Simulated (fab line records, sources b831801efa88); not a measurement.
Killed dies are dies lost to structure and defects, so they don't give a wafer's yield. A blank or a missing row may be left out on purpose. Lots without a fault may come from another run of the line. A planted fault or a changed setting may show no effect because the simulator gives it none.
Problem report in the 8D (eight disciplines) form, filled by code | flow sky130 | the parts of the form that need people (team, actions taken, sign-off) are left out

1. THE PROBLEM
killed_at_front_end at SKY_PAD_OPEN_PROBE_99 reads a mean of 56 on 6 wafers of 2 lots; wafers without a fault read 15 with a standard deviation of 4.8. That is +8.4 standard deviations from the usual mean.
First seen on wafer L997.2, day 48 02:14, on prober-02. The record holds 36 wafers of 12 lots with a number at this step. Rule for "out", or "out of limits": more than 4 standard deviations from the usual mean. The other wafers with a number count as sound.

2. WHAT IT IS AND WHAT IT IS NOT
question                    | is                     | is not
which readings at this step | killed_at_front_end    | killed_at_M0_to_M3, killed_at_M4_up, killed_at_contacts, killed_open, killed_short
which lots                  | L997, L998             | L106, L108, L109, L110, L111, L112, L989, L990, L991, L999
which wafers of those lots  | all that have a number | -
read on which tools         | prober-01, prober-02   | -
when                        | from day 48 02:14      | up to then (9 sound wafers); but 21 sound wafers of L106, L108, L109, L110, L111, L112, L999 came after

3. SUSPECTS, AND WHAT RULES EACH OUT
Counting: a tool at a process step up to the reading stays a suspect if it ran every lot that is out and no sound lot after the first of them.
- rie_diel-02 at SKY_POLY_GATE_ETCH_15 (etches BARC in N2/H2, stops on SiO2, time 116.5 s, target depth 110 nm): ruled out as a lasting fault. Sound lots L110, L112 ran on it after its first lot that is out, L997 (day 19 15:14).
Left after counting: nothing in the record.

4. THE CAUSE (what the simulator had put in)
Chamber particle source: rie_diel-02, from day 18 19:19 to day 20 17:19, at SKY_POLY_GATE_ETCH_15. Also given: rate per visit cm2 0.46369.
Counting ruled it out, wrongly: the rule takes a fault to strike every lot that its tool runs from its start on, and this one did not.

5. THE CHAIN OF EFFECTS, in route order
Each row: a reading whose mean over the struck wafers that have a number lies more than 3 standard deviations from the usual. Only readings for which the record gives a usual standard deviation are gone through. hours: the time from each lot's start at the first step in this table that gives one to its start at this step, as a median over the lots. sigmas: the change in usual standard deviations.
hours | step                  | reading             | usual | on struck wafers | change | sigmas
0     | SKY_PAD_OPEN_PROBE_99 | killed_at_front_end | 15    | 56               | +40    | +8.4
0     | SKY_PAD_OPEN_PROBE_99 | killed_dies         | 86    | 121              | +35    | +3.5
The process steps in it:
- SKY_PAD_OPEN_PROBE_99

6. WHAT WOULD HAVE CAUGHT IT SOONER
In this record the first reading out of limits was taken at day 48 02:14, 703 hours after the fault began at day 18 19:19.
Of the tool readings at SKY_POLY_GATE_ETCH_15 for which the record gives a usual standard deviation, none was out on any struck wafer, so an alarm limit of 4 standard deviations on them would not have fired.
